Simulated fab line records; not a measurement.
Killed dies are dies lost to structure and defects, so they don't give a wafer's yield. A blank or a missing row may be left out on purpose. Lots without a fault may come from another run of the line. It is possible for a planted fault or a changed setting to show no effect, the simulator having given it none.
The tool behind it: which one? :: flow sky130 :: Sampling: 13 lots, 39 wafers, 5 of 708 route steps

## WHAT THE GAUGES READ, wafer by wafer
No reading from a measuring or inspecting step in the record can be judged against a usual standard deviation.

## EACH LOT AND THE TOOL THAT RAN IT (in order: tool; ch and the chambers of the sampled wafers; start)
lot: L477
SKY_CONTACT_HDPCVD_02: hdpcvd-01 ch 0,1,2, day 30 02:44
SKY_METAL5_SPUTTER_01: pvd_sputter-03, day 42 12:23
SKY_METAL5_SPUTTER_02: pvd_sputter-03, day 42 12:25
SKY_METAL5_METAL_ETCH_15: rie_metal-04 ch 0,1, day 43 10:54
SKY_PAD_OPEN_PROBE_99: prober-02, day 45 11:19

lot: L478
SKY_CONTACT_HDPCVD_02: hdpcvd-01 ch 0,1,2, day 30 11:44
SKY_METAL5_SPUTTER_01: pvd_sputter-02, day 42 23:44
SKY_METAL5_SPUTTER_02: pvd_sputter-02, day 42 23:46
SKY_METAL5_METAL_ETCH_15: rie_metal-04 ch 1, day 43 22:23
SKY_PAD_OPEN_PROBE_99: prober-01, day 45 21:49

lot: L479
SKY_CONTACT_HDPCVD_02: hdpcvd-02 ch 1,2, day 32 05:17
SKY_METAL5_SPUTTER_01: pvd_sputter-02, day 44 12:46
SKY_METAL5_SPUTTER_02: pvd_sputter-02, day 44 12:48
SKY_METAL5_METAL_ETCH_15: rie_metal-03 ch 0,1, day 45 10:52
SKY_PAD_OPEN_PROBE_99: prober-02, day 47 07:36

lot: L481
SKY_CONTACT_HDPCVD_02: hdpcvd-01 ch 1,2, day 32 07:22
SKY_METAL5_SPUTTER_01: pvd_sputter-03, day 44 11:11
SKY_METAL5_SPUTTER_02: pvd_sputter-03, day 44 11:13
SKY_METAL5_METAL_ETCH_15: rie_metal-04 ch 0,1, day 45 08:49
SKY_PAD_OPEN_PROBE_99: prober-02, day 47 05:25

lot: L480
SKY_CONTACT_HDPCVD_02: hdpcvd-01 ch 0,1,2, day 32 08:54
SKY_METAL5_SPUTTER_01: pvd_sputter-01, day 44 13:49
SKY_METAL5_SPUTTER_02: pvd_sputter-01, day 44 13:50
SKY_METAL5_METAL_ETCH_15: rie_metal-04 ch 0,1, day 45 10:52
SKY_PAD_OPEN_PROBE_99: prober-01, day 47 07:10

lot: L487
SKY_CONTACT_HDPCVD_02: hdpcvd-01 ch 0,1, day 33 10:08
SKY_METAL5_SPUTTER_01: pvd_sputter-01, day 45 09:09
SKY_METAL5_SPUTTER_02: pvd_sputter-01, day 45 09:10
SKY_METAL5_METAL_ETCH_15: rie_metal-04 ch 0,1, day 46 05:11
SKY_PAD_OPEN_PROBE_99: prober-01, day 48 01:59

lot: L491
SKY_CONTACT_HDPCVD_02: hdpcvd-02 ch 1,2, day 34 13:55
SKY_METAL5_SPUTTER_01: pvd_sputter-03, day 46 06:12
SKY_METAL5_SPUTTER_02: pvd_sputter-03, day 46 06:13
SKY_METAL5_METAL_ETCH_15: rie_metal-03 ch 0,1, day 47 02:46
SKY_PAD_OPEN_PROBE_99: prober-02, day 48 22:11

lot: L492
SKY_CONTACT_HDPCVD_02: hdpcvd-01 ch 0,1, day 35 00:20
SKY_METAL5_SPUTTER_01: pvd_sputter-01, day 46 16:38
SKY_METAL5_SPUTTER_02: pvd_sputter-01, day 46 16:40
SKY_METAL5_METAL_ETCH_15: rie_metal-03 ch 0,1, day 47 13:32
SKY_PAD_OPEN_PROBE_99: prober-01, day 49 05:04

lot: L493
SKY_CONTACT_HDPCVD_02: hdpcvd-01 ch 0,1, day 35 10:09
SKY_METAL5_SPUTTER_01: pvd_sputter-01, day 47 00:29
SKY_METAL5_SPUTTER_02: pvd_sputter-01, day 47 00:31
SKY_METAL5_METAL_ETCH_15: rie_metal-03 ch 0, day 47 21:13
SKY_PAD_OPEN_PROBE_99: prober-02, day 49 12:23

lot: L494
SKY_CONTACT_HDPCVD_02: hdpcvd-01 ch 0,1, day 35 14:49
SKY_METAL5_SPUTTER_01: pvd_sputter-02, day 47 03:15
SKY_METAL5_SPUTTER_02: pvd_sputter-02, day 47 03:17
SKY_METAL5_METAL_ETCH_15: rie_metal-02 ch 0,1, day 48 00:12
SKY_PAD_OPEN_PROBE_99: prober-01, day 49 15:46

lot: L498
SKY_CONTACT_HDPCVD_02: hdpcvd-02 ch 0,1, day 36 18:23
SKY_METAL5_SPUTTER_01: pvd_sputter-02, day 48 00:25
SKY_METAL5_SPUTTER_02: pvd_sputter-02, day 48 00:26
SKY_METAL5_METAL_ETCH_15: rie_metal-03 ch 0,1, day 48 19:34
SKY_PAD_OPEN_PROBE_99: prober-01, day 50 09:13

lot: L499
SKY_CONTACT_HDPCVD_02: hdpcvd-02 ch 0,2, day 37 08:50
SKY_METAL5_SPUTTER_01: pvd_sputter-01, day 48 12:26
SKY_METAL5_SPUTTER_02: pvd_sputter-01, day 48 12:28
SKY_METAL5_METAL_ETCH_15: rie_metal-03 ch 0,1, day 49 05:17
SKY_PAD_OPEN_PROBE_99: prober-02, day 50 16:56

lot: L500
SKY_CONTACT_HDPCVD_02: hdpcvd-02 ch 0,2, day 37 09:32
SKY_METAL5_SPUTTER_01: pvd_sputter-03, day 48 15:28
SKY_METAL5_SPUTTER_02: pvd_sputter-03, day 48 15:30
SKY_METAL5_METAL_ETCH_15: rie_metal-04 ch 0,1, day 49 08:25
SKY_PAD_OPEN_PROBE_99: prober-01, day 50 18:46
- SKY_CONTACT_HDPCVD_02: deposits SiO2, target thk 565 nm, time 94.2 s.
- SKY_METAL5_SPUTTER_01: material TiN, target thk 20 nm, time 16.7 s.
- SKY_METAL5_SPUTTER_02: material AlCu, target thk 1150 nm, time 61.2 s.
- SKY_METAL5_METAL_ETCH_15: etches the open film in Cl2/BCl3, stops on SiO2, target depth 1260 nm, time 252 s.
- SKY_PAD_OPEN_PROBE_99

## WHAT THE TOOLS THEMSELVES READ (means of the sampled wafers that have a number; where no wafer has one, the mark that the record gives instead)
SKY_METAL5_SPUTTER_01. Usual: throttle_valve_pct reads 29.9 % (standard deviation 1.6).
lot: L477
tool: pvd_sputter-03
throttle_valve_pct (%): 30.1
flag: 

lot: L478
tool: pvd_sputter-02
throttle_valve_pct (%): 29.9
flag: 

lot: L479
tool: pvd_sputter-02
throttle_valve_pct (%): 28.2
flag: 

lot: L481
tool: pvd_sputter-03
throttle_valve_pct (%): 29.8
flag: 

lot: L480
tool: pvd_sputter-01
throttle_valve_pct (%): 31.4
flag: 

lot: L487
tool: pvd_sputter-01
throttle_valve_pct (%): 30.2
flag: 

lot: L491
tool: pvd_sputter-03
throttle_valve_pct (%): 30.0
flag: 

lot: L492
tool: pvd_sputter-01
throttle_valve_pct (%): 31.7
flag: 

lot: L493
tool: pvd_sputter-01
throttle_valve_pct (%): 30.3
flag: 

lot: L494
tool: pvd_sputter-02
throttle_valve_pct (%): 28.7
flag: 

lot: L498
tool: pvd_sputter-02
throttle_valve_pct (%): 28.8
flag: 

lot: L499
tool: pvd_sputter-01
throttle_valve_pct (%): 31.1
flag: 

lot: L500
tool: pvd_sputter-03
throttle_valve_pct (%): 30.2
flag: 

SKY_METAL5_SPUTTER_02. Usual: throttle_valve_pct reads 29.9 % (standard deviation 1.6).
lot: L477
tool: pvd_sputter-03
throttle_valve_pct (%): 30.2
flag: 

lot: L478
tool: pvd_sputter-02
throttle_valve_pct (%): 29.9
flag: 

lot: L479
tool: pvd_sputter-02
throttle_valve_pct (%): 28.4
flag: 

lot: L481
tool: pvd_sputter-03
throttle_valve_pct (%): 30.0
flag: 

lot: L480
tool: pvd_sputter-01
throttle_valve_pct (%): 31.3
flag: 

lot: L487
tool: pvd_sputter-01
throttle_valve_pct (%): 30.2
flag: 

lot: L491
tool: pvd_sputter-03
throttle_valve_pct (%): 30.2
flag: 

lot: L492
tool: pvd_sputter-01
throttle_valve_pct (%): 31.6
flag: 

lot: L493
tool: pvd_sputter-01
throttle_valve_pct (%): 30.1
flag: 

lot: L494
tool: pvd_sputter-02
throttle_valve_pct (%): 28.7
flag: 

lot: L498
tool: pvd_sputter-02
throttle_valve_pct (%): 28.8
flag: 

lot: L499
tool: pvd_sputter-01
throttle_valve_pct (%): 31.0
flag: 

lot: L500
tool: pvd_sputter-03
throttle_valve_pct (%): 30.1
flag: 

SKY_METAL5_METAL_ETCH_15. Usual: bias_w 48.48 W, standard deviation 0.13; drypump_motor_current_A 5.42 A, standard deviation 0.2; oes_product_au 0.894 a.u., standard deviation 0.0049; throttle_valve_pct 22.265 %, standard deviation 0.0098.
lot: L477
tool: rie_metal-04
bias_w (W): 48.51
drypump_motor_current_A (A): 5.25
oes_product_au (a.u.): 0.898
throttle_valve_pct (%): 22.268
flag: 

lot: L478
tool: rie_metal-04
bias_w (W): 48.63
drypump_motor_current_A (A): 5.05
oes_product_au (a.u.): 0.893
throttle_valve_pct (%): 22.259
flag: 

lot: L479
tool: rie_metal-03
bias_w (W): 48.55
drypump_motor_current_A (A): 5.41
oes_product_au (a.u.): 0.897
throttle_valve_pct (%): 22.261
flag: 

lot: L481
tool: rie_metal-04
bias_w (W): 48.45
drypump_motor_current_A (A): 5.44
oes_product_au (a.u.): 0.898
throttle_valve_pct (%): 22.267
flag: 

lot: L480
tool: rie_metal-04
bias_w (W): 48.59
drypump_motor_current_A (A): 5.44
oes_product_au (a.u.): 0.888
throttle_valve_pct (%): 22.262
flag: 

lot: L487
tool: rie_metal-04
bias_w (W): 48.49
drypump_motor_current_A (A): 5.25
oes_product_au (a.u.): 0.896
throttle_valve_pct (%): 22.254
flag: 

lot: L491
tool: rie_metal-03
bias_w (W): 48.44
drypump_motor_current_A (A): 5.44
oes_product_au (a.u.): 0.893
throttle_valve_pct (%): 22.267
flag: 

lot: L492
tool: rie_metal-03
bias_w (W): 48.45
drypump_motor_current_A (A): 5.43
oes_product_au (a.u.): 0.894
throttle_valve_pct (%): 22.269
flag: 

lot: L493
tool: rie_metal-03
bias_w (W): 48.40
drypump_motor_current_A (A): 5.44
oes_product_au (a.u.): 0.890
throttle_valve_pct (%): 22.258
flag: 

lot: L494
tool: rie_metal-02
bias_w (W): 48.44
drypump_motor_current_A (A): 5.50
oes_product_au (a.u.): 0.888
throttle_valve_pct (%): 22.250
flag: 

lot: L498
tool: rie_metal-03
bias_w (W): 48.50
drypump_motor_current_A (A): 5.39
oes_product_au (a.u.): 0.897
throttle_valve_pct (%): 22.267
flag: 

lot: L499
tool: rie_metal-03
bias_w (W): 48.47
drypump_motor_current_A (A): 5.36
oes_product_au (a.u.): 0.896
throttle_valve_pct (%): 22.276
flag: 

lot: L500
tool: rie_metal-04
bias_w (W): 48.44
drypump_motor_current_A (A): 5.46
oes_product_au (a.u.): 0.892
throttle_valve_pct (%): 22.272
flag: 

SKY_PAD_OPEN_PROBE_99. Usual: killed_at_M0_to_M3 43, standard deviation 7.4; killed_at_M4_up 3.5, standard deviation 2.1; killed_at_contacts 24, standard deviation 5.4; killed_at_front_end 15, standard deviation 4.7; killed_at_other 0.2, standard deviation 0.44; killed_dies 85, standard deviation 10; killed_open 47, standard deviation 7.1; killed_short 38, standard deviation 7.
lot: L477
tool: prober-02
killed_at_M0_to_M3: 52
killed_at_M4_up: 2.3
killed_at_contacts: 23
killed_at_front_end: 19
killed_at_other: 0.3
killed_dies: 97
killed_open: 49
killed_short: 47
flag: 

lot: L478
tool: prober-01
killed_at_M0_to_M3: 47
killed_at_M4_up: 2.7
killed_at_contacts: 27
killed_at_front_end: 14
killed_at_other: 0.3
killed_dies: 91
killed_open: 51
killed_short: 40
flag: 

lot: L479
tool: prober-02
killed_at_M0_to_M3: 52
killed_at_M4_up: 4.0
killed_at_contacts: 24
killed_at_front_end: 11
killed_at_other: 0.0
killed_dies: 92
killed_open: 53
killed_short: 39
flag: 

lot: L481
tool: prober-02
killed_at_M0_to_M3: 51
killed_at_M4_up: 5.0
killed_at_contacts: 22
killed_at_front_end: 12
killed_at_other: 0.0
killed_dies: 90
killed_open: 50
killed_short: 40
flag: 

lot: L480
tool: prober-01
killed_at_M0_to_M3: 45
killed_at_M4_up: 4.0
killed_at_contacts: 21
killed_at_front_end: 13
killed_at_other: 0.0
killed_dies: 83
killed_open: 42
killed_short: 41
flag: 

lot: L487
tool: prober-01
killed_at_M0_to_M3: 43
killed_at_M4_up: 3.0
killed_at_contacts: 24
killed_at_front_end: 14
killed_at_other: 0.0
killed_dies: 84
killed_open: 44
killed_short: 40
flag: 

lot: L491
tool: prober-02
killed_at_M0_to_M3: 37
killed_at_M4_up: 3.3
killed_at_contacts: 33
killed_at_front_end: 15
killed_at_other: 0.3
killed_dies: 88
killed_open: 41
killed_short: 33
flag: 

lot: L492
tool: prober-01
killed_at_M0_to_M3: 46
killed_at_M4_up: 2.3
killed_at_contacts: 24
killed_at_front_end: 14
killed_at_other: 0.3
killed_dies: 86
killed_open: 53
killed_short: 34
flag: 

lot: L493
tool: prober-02
killed_at_M0_to_M3: 39
killed_at_M4_up: 4.3
killed_at_contacts: 20
killed_at_front_end: 13
killed_at_other: 0.0
killed_dies: 76
killed_open: 37
killed_short: 39
flag: 

lot: L494
tool: prober-01
killed_at_M0_to_M3: 39
killed_at_M4_up: 2.0
killed_at_contacts: 24
killed_at_front_end: 14
killed_at_other: 0.0
killed_dies: 79
killed_open: 42
killed_short: 37
flag: 

lot: L498
tool: prober-01
killed_at_M0_to_M3: 52
killed_at_M4_up: 3.3
killed_at_contacts: 31
killed_at_front_end: 14
killed_at_other: 0.3
killed_dies: 100
killed_open: 50
killed_short: 50
flag: 

lot: L499
tool: prober-02
killed_at_M0_to_M3: 46
killed_at_M4_up: 3.3
killed_at_contacts: 21
killed_at_front_end: 14
killed_at_other: 0.3
killed_dies: 84
killed_open: 50
killed_short: 34
flag: 

lot: L500
tool: prober-01
killed_at_M0_to_M3: 34
killed_at_M4_up: 0.0
killed_at_contacts: 26
killed_at_front_end: 15
killed_at_other: 0.0
killed_dies: 74
killed_open: 47
killed_short: 27
flag: 

## THE ANSWER, worked out from the rows above alone
Rule: a lot is off if the mean of its wafers that have a number lies more than 3 standard deviations from the usual mean. Also off: a lot with no number at a reading for which 4 or more lots have one. All remaining lots with rows at the step are treated as sound. The gauges are gone through in route order, then the tools' own readings, and for those a lot's mean is taken as printed above. At the first step where some lot is off, the reading lying furthest off is the one used; lots without a number count as furthest.
No lot is off at any reading shown: from this, nothing can be told.

## WHAT THE SIMULATOR PUT IN
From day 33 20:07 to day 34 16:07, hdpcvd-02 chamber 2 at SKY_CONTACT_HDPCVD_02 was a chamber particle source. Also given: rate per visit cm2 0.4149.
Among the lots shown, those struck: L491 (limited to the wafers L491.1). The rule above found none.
